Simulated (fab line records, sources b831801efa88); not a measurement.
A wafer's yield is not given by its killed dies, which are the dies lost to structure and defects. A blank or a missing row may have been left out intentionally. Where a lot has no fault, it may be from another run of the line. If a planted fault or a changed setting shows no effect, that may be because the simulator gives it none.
fab line records	flow sky130	part 1 of 2: steps 1 to 38 of 48
[record] lots = 5	wafers = 15	last_day = 51
route steps=708 shown LDD_P@260 LDD_HVN@267 LDD_HVP@278 LDD_LDN@289 SPACER@304 POLY_CUT@307
lots that met no fault: taken from a fault-free run of the same line
start_h: hours from the record's first day to the start of the lot's first wafer shown	wait_h: hours since the lot's step before	" the same as in the row above	L1.1+2: a single row standing in for several wafers	- no value present, or no start provided	* or withheld: withheld	< > ~ a bound
route shown NAME@n: names a module that has steps shown in the file, with the first one's number in the route	usual: mean/standard deviation taken from wafers without a fault	same: alike in all rows	chamber/n: place in a boat	sites: each site's reading	_std_site: how widely they spread, as a standard deviation	_edge_site: outer sites' mean less inner sites'	radius_mm: for every site, how far away it sits from the centre of the wafer	mask NAME#n: copy n	behind: tool/chamber where the wafer was last shaped	hold: why the lot went on hold/how many hours it stayed there/how the hold came to an end	device: which transistor (n, p or np) failed to switch	end of line: at the end of the route, the tests of the same wafers	step lacking rows: just its recipe	killed: the dies lost at the first sort to structure and to defects; this is not the yield of the wafer	map: a wafer's dies, x killed, . not, _ none there
set.NAME: the setting as run; set.NAME@STEP: as run at that earlier step	model.NAME: the simulator's own value behind a step, which no gauge read
certain route steps with their lots: each step a table, each wafer a row
services: when a tool's chamber went out of use (start_h, in hours from the record's first day, below 0 if earlier), for how many hours, and the reason
[[steps]]
[step SKY_LDD_P_PEB_05]
[recipe] temp_c = withheld	time_s = *	resist = NOVOLAK
lot.wafer	tool	chamber	start_h	wait_h
L075.2+3+6	litho_track-03	0	-	-
L080.1+3+4	litho_track-03	0	-	-
L091.4+5+6	litho_track-02	0	-	-
L095.3+4+6	litho_track-03	0	-	-
L093.2+5+6	litho_track-01	0	-	-
[step SKY_LDD_P_DEVELOP_06]
[recipe] resist = NOVOLAK	developer = TMAH	develop_time_s = 60	dev_temp_c = 23
lot.wafer	tool	chamber	start_h	wait_h
L075.2+3+6	litho_track-03	0	466.60	0.1
L080.1+3+4	litho_track-03	0	503.32	0.1
L091.4+5+6	litho_track-02	0	597.47	0.1
L095.3+4+6	litho_track-03	0	632.12	0.1
L093.2+5+6	litho_track-01	0	633.11	0.1
[step SKY_LDD_P_CD_MEAS_07]
[recipe] target_cd_nm = 380
[usual] cd_nm = 380.2/2.5
lot.wafer	tool	chamber	start_h	wait_h	cd_nm
L075.2	cd_sem-02	-	466.74	0.1	379.9
L075.3	"	-	"	"	378.3
L075.6	"	-	"	"	381.6
L080.1	cd_sem-01	-	503.47	0.1	378.0
L080.3	"	-	"	"	379.1
L080.4	"	-	"	"	379.2
L091.4	cd_sem-02	-	597.61	0.1	377.6
L091.5	"	-	"	"	376.7
L091.6	"	-	"	"	377.0
L095.3	cd_sem-02	-	632.26	0.1	378.9
L095.4	"	-	"	"	380.9
L095.6	"	-	"	"	378.5
L093.2	cd_sem-01	-	633.26	0.1	374.4
L093.5	"	-	"	"	376.6
L093.6	"	-	"	"	374.8
[step SKY_LDD_P_OVL_MEAS_08]
[usual] LDD_P_OVL = -0.8/2.1
lot.wafer	tool	chamber	start_h	wait_h	LDD_P_OVL[nm]
L075.2	overlay-01	-	466.85	0.1	-3.9
L075.3	"	-	"	"	-2.2
L075.6	"	-	"	"	-4.5
L080.1	overlay-01	-	503.59	0.1	-0.9
L080.3	"	-	"	"	-2.7
L080.4	"	-	"	"	-1.0
L091.4	overlay-01	-	597.68	0.1	-1.7
L091.5	"	-	"	"	-4.6
L091.6	"	-	"	"	-1.1
L095.3	overlay-02	-	632.35	0.1	-1.8
L095.4	"	-	"	"	-3.5
L095.6	"	-	"	"	-2.7
L093.2	overlay-02	-	633.36	0.1	-4.2
L093.5	"	-	"	"	-3.0
L093.6	"	-	"	"	-2.7
[step SKY_LDD_P_IMPLANT_09]
[recipe] species = BF2	energy_kev = 25	dose_cm2 = 1e+13	tilt_deg = withheld
lot.wafer	tool	chamber	start_h	wait_h
L075.2+3+6	implanter-03	0	466.90	0.0
L080.1+3+4	implanter-03	0	503.63	0.0
L091.4+5+6	implanter-03	0	597.78	0.1
L095.3+4+6	implanter-02	0	632.43	0.1
L093.2+5+6	implanter-01	0	633.42	0.0
[step SKY_LDD_P_STRIP_10]
[recipe] chemistry = O2/N2	power_w = 1400	pressure_mtorr = 1500	platen_temp_c = withheld	o2_flow_sccm = 3000	n2_flow_sccm = 300	overash_fraction = 0.5
[usual] drypump_motor_current_A = 5.6/0.33	oes_product_au = 0.716/0.0047	strip_time_to_endpoint_s = 14.17/0.035
lot.wafer	tool	chamber	start_h	wait_h	drypump_motor_current_A	oes_product_au	rf_hours_counter_h	strip_time_to_endpoint_s
L075.2	plasma_asher-04	0	467.03	0.1	5.5	0.724	79	14.14
L075.3	"	0	"	"	5.5	0.713	-	14.14
L075.6	"	1	"	"	5.6	0.718	-	14.11
L080.1	plasma_asher-03	0	503.78	0.1	5.3	0.715	65	14.15
L080.3	"	1	"	"	6.4	0.711	-	14.08
L080.4	"	0	"	"	5.3	0.712	-	14.13
L091.4	plasma_asher-02	0	597.88	0.1	5.5	0.711	-	14.24
L091.5	"	0	"	"	5.4	0.725	-	14.26
L091.6	"	1	"	"	5.4	0.721	-	14.18
L095.3	plasma_asher-03	1	632.56	0.1	6.4	0.712	-	14.23
L095.4	"	0	"	"	5.4	0.714	-	14.22
L095.6	"	1	"	"	6.4	0.714	-	14.17
L093.2	plasma_asher-02	1	633.54	0.1	5.4	0.706	19	14.22
L093.5	"	0	"	"	5.4	0.712	-	14.15
L093.6	"	1	"	"	5.4	0.722	-	14.20
[step SKY_LDD_P_TW_MEAS_11]
[usual] LDD_P_TW = 633/7.7
lot.wafer	tool	chamber	start_h	wait_h	LDD_P_TW
L075.2	film_metro-03	-	467.14	0.1	640
L075.3	"	-	"	"	639
L075.6	"	-	"	"	641
L080.1	film_metro-01	-	503.88	0.1	631
L080.3	"	-	"	"	626
L080.4	"	-	"	"	627
L091.4	film_metro-04	-	597.98	0.1	640
L091.5	"	-	"	"	639
L091.6	"	-	"	"	639
L095.3	film_metro-01	-	632.65	0.1	618
L095.4	"	-	"	"	619
L095.6	"	-	"	"	617
L093.2	film_metro-01	-	633.65	0.1	623
L093.5	"	-	"	"	619
L093.6	"	-	"	"	619
[step SKY_LDD_HVN_DEHYDRATE_00]
[recipe] temp_c = 200	time_s = 60
lot.wafer	tool	chamber	start_h	wait_h
L075.2+3+6	litho_track-03	0	481.00	13.8
L080.1+3+4	litho_track-04	0	517.81	13.9
L091.4+5+6	litho_track-01	0	612.11	14.1
L095.3+4+6	litho_track-03	0	646.52	13.9
L093.2+5+6	litho_track-04	0	648.14	14.5
[step SKY_LDD_HVN_HMDS_01]
[recipe] prime_time_s = 60	prime_temp_c = 120
lot.wafer	tool	chamber	start_h	wait_h
L075.2+3+6	litho_track-03	0	481.15	0.1
L080.1+3+4	litho_track-04	0	517.96	0.1
L091.4+5+6	litho_track-01	0	612.26	0.1
L095.3+4+6	litho_track-03	0	646.67	0.1
L093.2+5+6	litho_track-04	0	648.29	0.1
[step SKY_LDD_HVN_COAT_02]
[recipe] resist = NOVOLAK	spin_rpm = 3000	resist_thk_nm = 300
lot.wafer	tool	chamber	start_h	wait_h
L075.2+3+6	litho_track-03	0	481.30	0.1
L080.1+3+4	litho_track-04	0	518.11	0.1
L091.4+5+6	litho_track-01	0	612.41	0.1
L095.3+4+6	litho_track-03	0	646.82	0.1
L093.2+5+6	litho_track-04	0	648.44	0.1
[step SKY_LDD_HVN_SOFTBAKE_03]
[recipe] temp_c = 90	time_s = 60	resist = NOVOLAK
lot.wafer	tool	chamber	start_h	wait_h
L075.2+3+6	litho_track-03	0	481.45	0.1
L080.1+3+4	litho_track-04	0	518.26	0.1
L091.4+5+6	litho_track-01	0	612.56	0.1
L095.3+4+6	litho_track-03	0	646.97	0.1
L093.2+5+6	litho_track-04	0	648.59	0.1
[step SKY_LDD_HVN_EXPOSE_04]
[recipe] mask_id = HVNTM	na = 0.6	source_shape = conventional	sigma_outer = 0.6	polarization = unpolarized	target_cd_nm = 700	dose_mj = 127
lot.wafer	tool	chamber	start_h	wait_h	mask
L075.2+3+6	iline_stepper-01	0	-	-	HVNTM#0
L080.1+3+4	iline_stepper-02	0	-	-	HVNTM#0
L091.4+5+6	iline_stepper-02	0	-	-	HVNTM#0
L095.3+4+6	iline_stepper-02	0	-	-	HVNTM#0
L093.2+5+6	iline_stepper-01	0	-	-	HVNTM#0
[step SKY_LDD_HVN_PEB_05]
[recipe] temp_c = withheld	time_s = *	resist = NOVOLAK
lot.wafer	tool	chamber	start_h	wait_h
L075.2+3+6	litho_track-01	0	-	-
L080.1+3+4	litho_track-03	0	-	-
L091.4+5+6	litho_track-01	0	-	-
L095.3+4+6	litho_track-03	0	-	-
L093.2+5+6	litho_track-03	0	-	-
[step SKY_LDD_HVN_DEVELOP_06]
[recipe] resist = NOVOLAK	developer = TMAH	develop_time_s = 60	dev_temp_c = 23
lot.wafer	tool	chamber	start_h	wait_h
L075.2+3+6	litho_track-01	0	496.16	0.1
L080.1+3+4	litho_track-03	0	533.97	0.1
L091.4+5+6	litho_track-01	0	627.11	0.1
L095.3+4+6	litho_track-03	0	661.82	0.1
L093.2+5+6	litho_track-03	0	663.35	0.1
[step SKY_LDD_HVN_OVL_MEAS_07]
[usual] LDD_HVN_OVL = -0.4/1.5
lot.wafer	tool	chamber	start_h	wait_h	LDD_HVN_OVL[nm]
L075.2	overlay-01	-	496.29	0.1	-4.9
L075.3	"	-	"	"	-1.4
L075.6	"	-	"	"	-3.0
L080.1	overlay-02	-	534.12	0.1	-1.5
L080.3	"	-	"	"	-2.9
L080.4	"	-	"	"	-3.6
L091.4	overlay-02	-	627.21	0.1	0.2
L091.5	"	-	"	"	-1.3
L091.6	"	-	"	"	0.7
L095.3	overlay-02	-	661.93	0.1	-1.0
L095.4	"	-	"	"	2.3
L095.6	"	-	"	"	-0.5
L093.2	overlay-01	-	663.48	0.1	2.4
L093.5	"	-	"	"	3.1
L093.6	"	-	"	"	1.2
[step SKY_LDD_HVN_IMPLANT_08]
[recipe] species = P	energy_kev = 60	dose_cm2 = 3e+13	tilt_deg = 40
lot.wafer	tool	chamber	start_h	wait_h
L075.2+3+6	implanter-03	0	496.35	0.0
L080.1+3+4	implanter-04	0	534.16	0.0
L091.4+5+6	implanter-04	0	627.30	0.1
L095.3+4+6	implanter-01	0	662.01	0.1
L093.2+5+6	implanter-03	0	663.53	0.0
[step SKY_LDD_HVN_STRIP_09]
[recipe] chemistry = O2/N2	power_w = 1400	pressure_mtorr = 1500	platen_temp_c = withheld	o2_flow_sccm = 3000	n2_flow_sccm = 300	overash_fraction = 0.5
[usual] drypump_motor_current_A = 6.0/0.52	oes_product_au = 0.408/0.0047	strip_time_to_endpoint_s = 4.136/0.014
lot.wafer	tool	chamber	start_h	wait_h	drypump_motor_current_A	oes_product_au	rf_hours_counter_h	strip_time_to_endpoint_s
L075.2	plasma_asher-01	1	496.47	0.1	6.5	0.409	39	4.134
L075.3	"	0	"	"	6.4	0.419	-	4.138
L075.6	"	0	"	"	6.4	0.412	-	4.119
L080.1	plasma_asher-02	1	534.31	0.1	5.4	0.414	9	4.154
L080.3	"	0	"	"	5.5	0.405	-	4.135
L080.4	"	1	"	"	5.4	0.409	-	4.140
L091.4	plasma_asher-03	1	627.41	0.1	6.4	0.413	-	4.140
L091.5	"	0	"	"	5.4	0.414	-	4.130
L091.6	"	1	"	"	6.4	0.403	-	4.128
L095.3	plasma_asher-03	1	662.14	0.1	6.4	0.402	-	4.151
L095.4	"	0	"	"	5.3	0.410	-	4.134
L095.6	"	1	"	"	6.4	0.410	-	4.127
L093.2	plasma_asher-03	1	663.66	0.1	6.4	0.402	81	4.136
L093.5	"	0	"	"	5.3	0.402	-	4.119
L093.6	"	1	"	"	6.4	0.410	-	4.127
[step SKY_LDD_HVN_TW_MEAS_10]
[usual] LDD_HVN_TW = 1450/5.5
lot.wafer	tool	chamber	start_h	wait_h	LDD_HVN_TW
L075.2	film_metro-02	-	496.58	0.1	1433
L075.3	"	-	"	"	1447
L075.6	"	-	"	"	1444
L080.1	film_metro-03	-	534.41	0.1	1455
L080.3	"	-	"	"	1448
L080.4	"	-	"	"	1452
L091.4	film_metro-02	-	627.50	0.1	1455
L091.5	"	-	"	"	1458
L091.6	"	-	"	"	1456
L095.3	film_metro-02	-	662.23	0.1	1449
L095.4	"	-	"	"	1451
L095.6	"	-	"	"	1453
L093.2	film_metro-02	-	663.77	0.1	1452
L093.5	"	-	"	"	1456
L093.6	"	-	"	"	1450
[step SKY_LDD_HVP_DEHYDRATE_00]
[recipe] temp_c = 200	time_s = 60
lot.wafer	tool	chamber	start_h	wait_h
L075.2+3+6	litho_track-03	0	510.30	13.7
L080.1+3+4	litho_track-03	0	548.62	14.2
L091.4+5+6	litho_track-04	0	641.49	14.0
L095.3+4+6	litho_track-03	0	674.82	12.6
L093.2+5+6	litho_track-04	0	677.29	13.5
[step SKY_LDD_HVP_HMDS_01]
[recipe] prime_time_s = 60	prime_temp_c = 120
lot.wafer	tool	chamber	start_h	wait_h
L075.2+3+6	litho_track-03	0	510.45	0.1
L080.1+3+4	litho_track-03	0	548.77	0.1
L091.4+5+6	litho_track-04	0	641.64	0.1
L095.3+4+6	litho_track-03	0	674.97	0.1
L093.2+5+6	litho_track-04	0	677.44	0.1
[step SKY_LDD_HVP_COAT_02]
[recipe] resist = NOVOLAK	spin_rpm = 3000	resist_thk_nm = 300
lot.wafer	tool	chamber	start_h	wait_h
L075.2+3+6	litho_track-03	0	510.60	0.1
L080.1+3+4	litho_track-03	0	548.92	0.1
L091.4+5+6	litho_track-04	0	641.79	0.1
L095.3+4+6	litho_track-03	0	675.12	0.1
L093.2+5+6	litho_track-04	0	677.59	0.1
[step SKY_LDD_HVP_SOFTBAKE_03]
[recipe] temp_c = 90	time_s = 60	resist = NOVOLAK
lot.wafer	tool	chamber	start_h	wait_h
L075.2+3+6	litho_track-03	0	510.75	0.1
L080.1+3+4	litho_track-03	0	549.07	0.1
L091.4+5+6	litho_track-04	0	641.94	0.1
L095.3+4+6	litho_track-03	0	675.27	0.1
L093.2+5+6	litho_track-04	0	677.74	0.1
[step SKY_LDD_HVP_EXPOSE_04]
[recipe] mask_id = HVPTM	na = 0.6	source_shape = conventional	sigma_outer = 0.6	polarization = unpolarized	target_cd_nm = 700	dose_mj = 86
lot.wafer	tool	chamber	start_h	wait_h	mask
L075.2+3+6	iline_stepper-02	0	-	-	HVPTM#0
L080.1+3+4	iline_stepper-02	0	-	-	HVPTM#0
L091.4+5+6	iline_stepper-02	0	-	-	HVPTM#0
L095.3+4+6	iline_stepper-02	0	-	-	HVPTM#0
L093.2+5+6	iline_stepper-01	0	-	-	HVPTM#0
[step SKY_LDD_HVP_PEB_05]
[recipe] temp_c = withheld	time_s = *	resist = NOVOLAK
lot.wafer	tool	chamber	start_h	wait_h
L075.2+3+6	litho_track-04	0	-	-
L080.1+3+4	litho_track-02	0	-	-
L091.4+5+6	litho_track-02	0	-	-
L095.3+4+6	litho_track-02	0	-	-
L093.2+5+6	litho_track-03	0	-	-
[step SKY_LDD_HVP_DEVELOP_06]
[recipe] resist = NOVOLAK	developer = TMAH	develop_time_s = 60	dev_temp_c = 23
lot.wafer	tool	chamber	start_h	wait_h
L075.2+3+6	litho_track-04	0	525.29	0.1
L080.1+3+4	litho_track-02	0	564.40	0.1
L091.4+5+6	litho_track-02	0	656.92	0.1
L095.3+4+6	litho_track-02	0	689.85	0.1
L093.2+5+6	litho_track-03	0	692.10	0.1
[step SKY_LDD_HVP_OVL_MEAS_07]
[usual] LDD_HVP_OVL = 0.0/1.4
lot.wafer	tool	chamber	start_h	wait_h	LDD_HVP_OVL[nm]
L075.2	overlay-01	-	525.42	0.1	-0.8
L075.3	"	-	"	"	0.9
L075.6	"	-	"	"	-0.5
L080.1	overlay-01	-	564.60	0.2	-1.0
L080.3	"	-	"	"	-2.3
L080.4	"	-	"	"	0.8
L091.4	overlay-02	-	657.01	0.1	-2.6
L091.5	"	-	"	"	0.7
L091.6	"	-	"	"	0.5
L095.3	overlay-01	-	689.96	0.1	1.5
L095.4	"	-	"	"	1.1
L095.6	"	-	"	"	1.2
L093.2	overlay-02	-	692.23	0.1	-0.7
L093.5	"	-	"	"	1.1
L093.6	"	-	"	"	2.2
[step SKY_LDD_HVP_IMPLANT_08]
[recipe] species = B	energy_kev = 20	dose_cm2 = 1.7e+13	tilt_deg = 17.9
lot.wafer	tool	chamber	start_h	wait_h
L075.2+3+6	implanter-03	0	525.47	0.0
L080.1+3+4	implanter-03	0	564.71	0.1
L091.4+5+6	implanter-03	0	657.11	0.1
L095.3+4+6	implanter-02	0	690.03	0.1
L093.2+5+6	implanter-02	0	692.28	0.0
[step SKY_LDD_HVP_STRIP_09]
[recipe] chemistry = O2/N2	power_w = 1400	pressure_mtorr = 1500	platen_temp_c = withheld	o2_flow_sccm = 3000	n2_flow_sccm = 300	overash_fraction = 0.5
[usual] drypump_motor_current_A = 5.9/0.48	oes_product_au = 0.409/0.0047	strip_time_to_endpoint_s = 4.135/0.014
lot.wafer	tool	chamber	start_h	wait_h	drypump_motor_current_A	oes_product_au	rf_hours_counter_h	strip_time_to_endpoint_s
L075.2	plasma_asher-02	0	525.60	0.1	5.5	0.409	8	4.132
L075.3	"	0	"	"	5.4	0.413	-	4.133
L075.6	"	0	"	"	5.4	0.412	-	4.126
L080.1	plasma_asher-02	1	564.86	0.1	5.4	0.419	12	4.123
L080.3	"	0	"	"	5.4	0.405	-	4.125
L080.4	"	1	"	"	5.4	0.408	-	4.116
L091.4	plasma_asher-01	0	657.21	0.1	6.4	0.412	-	4.138
L091.5	"	0	"	"	6.4	0.406	-	4.144
L091.6	"	1	"	"	6.4	0.408	-	4.130
L095.3	plasma_asher-01	0	690.17	0.1	6.4	0.409	-	4.147
L095.4	"	1	"	"	6.5	0.413	-	4.138
L095.6	"	0	"	"	6.4	0.402	-	4.149
L093.2	plasma_asher-01	0	692.41	0.1	6.4	0.410	59	4.135
L093.5	"	0	"	"	6.4	0.400	-	4.131
L093.6	"	1	"	"	6.5	0.410	-	4.162
[step SKY_LDD_HVP_TW_MEAS_10]
[usual] LDD_HVP_TW = 458/5.5
lot.wafer	tool	chamber	start_h	wait_h	LDD_HVP_TW
L075.2	film_metro-04	-	525.71	0.1	459
L075.3	"	-	"	"	460
L075.6	"	-	"	"	455
L080.1	film_metro-02	-	564.96	0.1	462
L080.3	"	-	"	"	462
L080.4	"	-	"	"	463
L091.4	film_metro-02	-	657.31	0.1	461
L091.5	"	-	"	"	461
L091.6	"	-	"	"	461
L095.3	film_metro-04	-	690.25	0.1	461
L095.4	"	-	"	"	462
L095.6	"	-	"	"	460
L093.2	film_metro-04	-	692.52	0.1	460
L093.5	"	-	"	"	460
L093.6	"	-	"	"	461
[step SKY_LDD_LDN_DEHYDRATE_00]
[recipe] temp_c = 200	time_s = 60
lot.wafer	tool	chamber	start_h	wait_h
L075.2+3+6	litho_track-04	0	539.89	14.2
L080.1+3+4	litho_track-01	0	579.19	14.2
L091.4+5+6	litho_track-02	0	670.37	13.0
L095.3+4+6	litho_track-04	0	702.41	12.2
L093.2+5+6	litho_track-01	0	704.16	11.6
[step SKY_LDD_LDN_HMDS_01]
[recipe] prime_time_s = 60	prime_temp_c = 120
lot.wafer	tool	chamber	start_h	wait_h
L075.2+3+6	litho_track-04	0	540.04	0.1
L080.1+3+4	litho_track-01	0	579.34	0.1
L091.4+5+6	litho_track-02	0	670.52	0.1
L095.3+4+6	litho_track-04	0	702.56	0.1
L093.2+5+6	litho_track-01	0	704.31	0.1
[step SKY_LDD_LDN_COAT_02]
[recipe] resist = NOVOLAK	spin_rpm = 3000	resist_thk_nm = 1140
lot.wafer	tool	chamber	start_h	wait_h
L075.2+3+6	litho_track-04	0	540.19	0.1
L080.1+3+4	litho_track-01	0	579.49	0.1
L091.4+5+6	litho_track-02	0	670.67	0.1
L095.3+4+6	litho_track-04	0	702.71	0.1
L093.2+5+6	litho_track-01	0	704.46	0.1
[step SKY_LDD_LDN_SOFTBAKE_03]
[recipe] temp_c = 90	time_s = 60	resist = NOVOLAK
lot.wafer	tool	chamber	start_h	wait_h
L075.2+3+6	litho_track-04	0	540.34	0.1
L080.1+3+4	litho_track-01	0	579.64	0.1
L091.4+5+6	litho_track-02	0	670.82	0.1
L095.3+4+6	litho_track-04	0	702.86	0.1
L093.2+5+6	litho_track-01	0	704.61	0.1
[step SKY_LDD_LDN_EXPOSE_04]
[recipe] mask_id = LDNTM	na = 0.6	source_shape = conventional	sigma_outer = 0.6	polarization = unpolarized	target_cd_nm = 700	dose_mj = 140
lot.wafer	tool	chamber	start_h	wait_h	mask
L075.2+3+6	iline_stepper-02	0	-	-	LDNTM#0
L080.1+3+4	iline_stepper-01	0	-	-	LDNTM#0
L091.4+5+6	iline_stepper-02	0	-	-	LDNTM#0
L095.3+4+6	iline_stepper-01	0	-	-	LDNTM#0
L093.2+5+6	iline_stepper-01	0	-	-	LDNTM#0
[step SKY_LDD_LDN_PEB_05]
[recipe] temp_c = withheld	time_s = *	resist = NOVOLAK
lot.wafer	tool	chamber	start_h	wait_h
L075.2+3+6	litho_track-04	0	-	-
L080.1+3+4	litho_track-01	0	-	-
L091.4+5+6	litho_track-02	0	-	-
L095.3+4+6	litho_track-04	0	-	-
L093.2+5+6	litho_track-02	0	-	-
[step SKY_LDD_LDN_DEVELOP_06]
[recipe] resist = NOVOLAK	developer = TMAH	develop_time_s = 60	dev_temp_c = 23
lot.wafer	tool	chamber	start_h	wait_h
L075.2+3+6	litho_track-04	0	555.49	0.1
L080.1+3+4	litho_track-01	0	594.64	0.1
L091.4+5+6	litho_track-02	0	685.12	0.1
L095.3+4+6	litho_track-04	0	717.31	0.1
L093.2+5+6	litho_track-02	0	719.62	0.1
[step SKY_LDD_LDN_OVL_MEAS_07]
[usual] LDD_LDN_OVL = -0.5/1.4
lot.wafer	tool	chamber	start_h	wait_h	LDD_LDN_OVL[nm]
L075.2	overlay-01	-	555.62	0.1	-0.7
L075.3	"	-	"	"	0.0
L075.6	"	-	"	"	-0.8
L080.1	overlay-01	-	594.79	0.1	-0.4
L080.3	"	-	"	"	2.4
L080.4	"	-	"	"	0.6
L091.4	overlay-02	-	685.21	0.1	-0.1
L091.5	"	-	"	"	0.7
L091.6	"	-	"	"	1.3
L095.3	overlay-01	-	717.42	0.1	-2.0
L095.4	"	-	"	"	-3.0
L095.6	"	-	"	"	-1.6
L093.2	overlay-02	-	719.75	0.1	-3.4
L093.5	"	-	"	"	-4.0
L093.6	"	-	"	"	-1.4
[step SKY_LDD_LDN_IMPLANT_08]
[recipe] species = As	energy_kev = 15	dose_cm2 = 1.25e+13	tilt_deg = withheld	rotation_deg = 23
lot.wafer	tool	chamber	start_h	wait_h
L075.2+3+6	implanter-01	0	555.67	0.0
L080.1+3+4	implanter-04	0	594.82	0.0
L091.4+5+6	implanter-02	0	685.31	0.1
L095.3+4+6	implanter-02	0	717.50	0.1
L093.2+5+6	implanter-01	0	719.81	0.0
